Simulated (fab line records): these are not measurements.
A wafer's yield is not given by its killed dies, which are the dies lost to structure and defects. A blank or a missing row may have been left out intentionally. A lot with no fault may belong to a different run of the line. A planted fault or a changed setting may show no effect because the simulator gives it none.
Which of the tools did it? | flow gf180mcu | Sampling: 13 lots, 39 wafers, 5 of 602 route steps

## WHAT EACH GAUGE READ, for each wafer
GF_V5_THK_MEAS_01.
lot  | measured     | on           | V5_CVD_00_THK (nm)
L559 | day 25 16:53 | filmMetro-01 | 305 298 301
L560 | day 26 11:58 | filmMetro-04 | 299 300 302
L563 | day 27 03:41 | filmMetro-03 | 300 301 302
L564 | day 29 09:10 | filmMetro-01 | 305 303 305
L565 | day 29 12:03 | filmMetro-03 | 303 302 302
L566 | day 29 12:37 | filmMetro-03 | 305 300 304
L570 | day 29 19:11 | filmMetro-01 | 299 298 300
L571 | day 30 06:24 | filmMetro-04 | 261 254 253
L573 | day 31 00:44 | filmMetro-01 | 302 305 302
L575 | day 31 13:49 | filmMetro-04 | 249 250 252
L577 | day 32 11:00 | filmMetro-01 | 308 307 307
L579 | day 32 17:35 | filmMetro-01 | 304 301 302
L580 | day 33 03:43 | filmMetro-01 | 303 302 303

GF_V5_RS_MEAS_24: uses a four-point probe to measure.
lot  | measured     | on           | V5_W_RS (ohm/sq)
L559 | day 26 14:05 | filmMetro-01 | 0.326 0.326 0.325
L560 | day 27 09:25 | filmMetro-04 | 0.329 0.318 0.318
L563 | day 28 01:43 | filmMetro-04 | 0.320 0.323 0.318
L564 | day 30 05:11 | filmMetro-03 | 0.327 0.333 0.331
L565 | day 30 08:29 | filmMetro-01 | 0.332 0.330 0.326
L566 | day 30 09:15 | filmMetro-01 | 0.334 0.330 0.330
L570 | day 30 15:02 | filmMetro-01 | 0.318 0.329 0.316
L571 | day 31 01:07 | filmMetro-04 | 0.323 0.316 0.314
L573 | day 31 20:22 | filmMetro-03 | 0.320 0.319 0.327
L575 | day 32 08:50 | filmMetro-01 | 0.322 0.322 0.331
L577 | day 33 04:52 | filmMetro-01 | 0.324 0.332 0.323
L579 | day 33 10:34 | filmMetro-04 | 0.331 0.335 0.321
L580 | day 33 21:16 | filmMetro-01 | 0.328 0.330 0.333

## WHICH TOOL RAN EACH LOT (tool, then ch and the chambers of the sampled wafers, then the start)
lot  | GF_M3_SPUTTER_04            | GF_M4_SPUTTER_00            | GF_V5_CVD_00
L559 | pvdSputter-02, day 19 16:33 | pvdSputter-03, day 21 20:05 | hdpcvd-01 ch 0,1,2, day 25 16:50
L560 | pvdSputter-01, day 20 14:38 | pvdSputter-01, day 22 17:47 | hdpcvd-02 ch 0,2, day 26 11:55
L563 | pvdSputter-02, day 21 08:35 | pvdSputter-02, day 23 11:07 | hdpcvd-01 ch 0,1, day 27 03:38
L564 | pvdSputter-02, day 24 01:02 | pvdSputter-02, day 25 22:20 | hdpcvd-02 ch 0,1,2, day 29 09:07
L565 | pvdSputter-04, day 24 04:40 | pvdSputter-02, day 26 01:08 | hdpcvd-02 ch 0,1,2, day 29 12:01
L566 | pvdSputter-02, day 24 05:58 | pvdSputter-02, day 26 02:59 | hdpcvd-02 ch 0,1,2, day 29 12:33
L570 | pvdSputter-01, day 24 13:14 | pvdSputter-03, day 26 09:53 | hdpcvd-01 ch 1,2, day 29 19:08
L571 | pvdSputter-02, day 25 01:39 | pvdSputter-01, day 26 22:07 | hdpcvd-01 ch 1,2, day 30 06:22
L573 | pvdSputter-04, day 25 23:08 | pvdSputter-02, day 27 18:14 | hdpcvd-02 ch 1,2, day 31 00:41
L575 | pvdSputter-01, day 26 14:43 | pvdSputter-02, day 28 09:15 | hdpcvd-01 ch 1,2, day 31 13:46
L577 | pvdSputter-04, day 27 15:13 | pvdSputter-02, day 29 07:23 | hdpcvd-02 ch 0,1,2, day 32 10:56
L579 | pvdSputter-01, day 27 23:29 | pvdSputter-02, day 29 15:01 | hdpcvd-02 ch 0,1,2, day 32 17:32
L580 | pvdSputter-02, day 28 10:30 | pvdSputter-03, day 30 01:45 | hdpcvd-02 ch 0,1, day 33 03:40
- GF_M3_SPUTTER_04: material TiN, target thk 50 nm, time 41.7 s.
- GF_M4_SPUTTER_00: material Ti, target thk 37.5 nm, time 150 s.
- GF_V5_CVD_00: deposits SiO2, target thk 300 nm, time 50 s.

## AS READ BY THE TOOLS THEMSELVES (means over the sampled wafers that have a number; for cases with no such wafer, the mark the record gives instead)
GF_M3_SPUTTER_04.
lot  | tool          | throttleValvePct (%)
L559 | pvdSputter-02 | 29.8
L560 | pvdSputter-01 | 29.1
L563 | pvdSputter-02 | 29.7
L564 | pvdSputter-02 | 29.4
L565 | pvdSputter-04 | 30.6
L566 | pvdSputter-02 | 30.0
L570 | pvdSputter-01 | 29.8
L571 | pvdSputter-02 | 29.9
L573 | pvdSputter-04 | 30.2
L575 | pvdSputter-01 | 29.5
L577 | pvdSputter-04 | 30.1
L579 | pvdSputter-01 | 29.8
L580 | pvdSputter-02 | 29.4

GF_M4_SPUTTER_00.
lot  | tool          | throttleValvePct (%)
L559 | pvdSputter-03 | 30.2
L560 | pvdSputter-01 | 29.3
L563 | pvdSputter-02 | 29.9
L564 | pvdSputter-02 | 29.7
L565 | pvdSputter-02 | 29.9
L566 | pvdSputter-02 | 29.9
L570 | pvdSputter-03 | 30.0
L571 | pvdSputter-01 | 29.4
L573 | pvdSputter-02 | 29.5
L575 | pvdSputter-02 | 29.4
L577 | pvdSputter-02 | 29.5
L579 | pvdSputter-02 | 29.8
L580 | pvdSputter-03 | 30.8

GF_V5_CVD_00.
lot  | tool      | sih4FlowSccm (sccm)
L559 | hdpcvd-01 | 60.22
L560 | hdpcvd-02 | 59.93
L563 | hdpcvd-01 | 60.10
L564 | hdpcvd-02 | 60.02
L565 | hdpcvd-02 | 60.03
L566 | hdpcvd-02 | 59.93
L570 | hdpcvd-01 | 59.96
L571 | hdpcvd-01 | 50.91
L573 | hdpcvd-02 | 60.04
L575 | hdpcvd-01 | 51.06
L577 | hdpcvd-02 | 59.94
L579 | hdpcvd-02 | 60.11
L580 | hdpcvd-02 | 60.18

## THE ANSWER, worked out from the rows above alone
Rule: usual is defined by the lots themselves. The widest of any qualifying gaps counts: lots, ordered by their means at a reading, are off when they make up no more than a third of the lots, leave a main group of 4 or more, and stand apart from it by 3 or more times the standard deviation of that group's means. A main group is skipped when, at the precision printed for the reading in the tables above, its means are all equal. A lot without any number at a reading at which 4 lots or more have one is off too. The other lots that the step has rows for count as sound. After the gauges, taken in route order, come the tools' own readings; for these a lot's mean is taken, as printed above. At the first step where some lot is off, the reading lying furthest off is the one used; lots without a number count as furthest.
Off: L571, L575, seen at GF_V5_THK_MEAS_01 (V5_CVD_00_THK). The main group has a mean of 302 nm with a standard deviation of 2.1.
If a tool, at a process step before that reading, ran all the lots that are off and no sound lot after the first of them, it fits. The gauges at GF_V5_THK_MEAS_01 aren't tried: what is off there is off at GF_V5_CVD_00 too, on other tools, and a gauge's error can't cause that. One fits: GF_V5_CVD_00 on hdpcvd-01. A fault onset in the window from L570 (day 29 19:08, its last sound lot) to L571 (day 30 06:22, its first lot off) fits.
The tool's own readings at GF_V5_CVD_00 bear it out: on the lots that are off they differ by more than 5 times the standard deviation of the sound lots' means. sih4FlowSccm reads 50.98 sccm there against 60.04 sccm on the sound lots.

## WHAT HAD BEEN PUT IN BY THE SIMULATOR
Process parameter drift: hdpcvd-01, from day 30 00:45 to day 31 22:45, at GF_V5_CVD_00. Setting sih4FlowSccm shifted by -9 from 60. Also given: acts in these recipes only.
Shown lots that were struck: L571, L575. Same finding as the rule above.
